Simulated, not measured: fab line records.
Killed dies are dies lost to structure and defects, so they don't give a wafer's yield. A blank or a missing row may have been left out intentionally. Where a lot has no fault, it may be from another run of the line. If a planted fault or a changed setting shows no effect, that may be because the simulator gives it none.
A single fault, viewed from 2 desks || flow sfq line || what lay behind the numbers comes last; until then each desk has only its own

THE METROLOGY DESK
Lot by lot, what the gauges showed, no matter which tool ran the lot: averages of those sampled wafers that carry a number. A lot is out of limits, marked OUT, if its mean lies more than 4 standard deviations from the usual mean; the brackets give that distance.
Columns: A = M1_NB_RS at SFQ_M1_RS_MEAS_909, usual 0.895 ohm/sq; B = M1_OVL at SFQ_M1_OVL_MEAS_911, usual 0 nm
{"lot": "L634", "first seen here": "day 18 01:34", "A": 0.894, "B": 8}
{"lot": "L637", "first seen here": "day 19 13:16", "A": 0.903, "B": -3}
{"lot": "L638", "first seen here": "day 20 02:52", "A": 0.885, "B": -0}
{"lot": "L650", "first seen here": "day 25 15:43", "A": 0.893, "B": -2}
{"lot": "L651", "first seen here": "day 25 18:20", "A": 0.882, "B": -9}
{"lot": "L655", "first seen here": "day 26 23:00", "A": 0.907, "B": 3}
Result from this desk: across the 6 lots, nothing is out of limits.

THE TOOL OWNER'S DESK: rie metal-03
The tool's own readings at SFQ_TRILAYER_M1_ETCH_METAL_ETCH_042 (etches Nb in Cl2/Ar, stops on SiO2, target depth 240 nm, time 120 s): means of the sampled wafers that have a number, for each lot that ran on this tool. A lot is out of limits, marked OUT, if its mean lies more than 4 standard deviations from the usual mean; the brackets give that distance.
Columns: A = drypump motor current A at SFQ_TRILAYER_M1_ETCH_METAL_ETCH_042, usual 5.8 A; B = oes product au at SFQ_TRILAYER_M1_ETCH_METAL_ETCH_042, usual 0.891 a.u.; C = rf fwd power W at SFQ_TRILAYER_M1_ETCH_METAL_ETCH_042, usual 596.5 W
{"lot": "L637", "first seen here": "day 26 06:21", "A": 5.7, "B": 0.883, "C": "533.6 (-31) OUT"}
{"lot": "L638", "first seen here": "day 26 14:45", "A": 5.8, "B": 0.901, "C": "532.3 (-32) OUT"}
{"lot": "L655", "first seen here": "day 32 01:41", "A": 5.8, "B": 0.882, "C": 597.1}
This desk's finding: out of limits on L637, L638; first on L637, day 26 06:21 (rf fwd power W at SFQ_TRILAYER_M1_ETCH_METAL_ETCH_042). L655: within limits.

PUT TOGETHER
At day 26 06:21, on L637, L638, the tool owner's desk was in a position to raise an alarm.
Nothing out of limits was seen by the metrology desk.
The metrology desk has L637, L638 on record, within its limits.
All the named lots went through SFQ_TRILAYER_M1_ETCH_METAL_ETCH_042 on rie metal-03.

WHAT THE SIMULATOR HAD PUT IN
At SFQ_TRILAYER_M1_ETCH_METAL_ETCH_042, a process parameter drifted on rie metal-03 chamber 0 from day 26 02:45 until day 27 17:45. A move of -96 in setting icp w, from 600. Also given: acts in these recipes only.
Lots struck among those shown: L637, L638.
How many hours passed from the start of the fault until each desk's first out-of-limits reading: the tool owner's desk, 4.
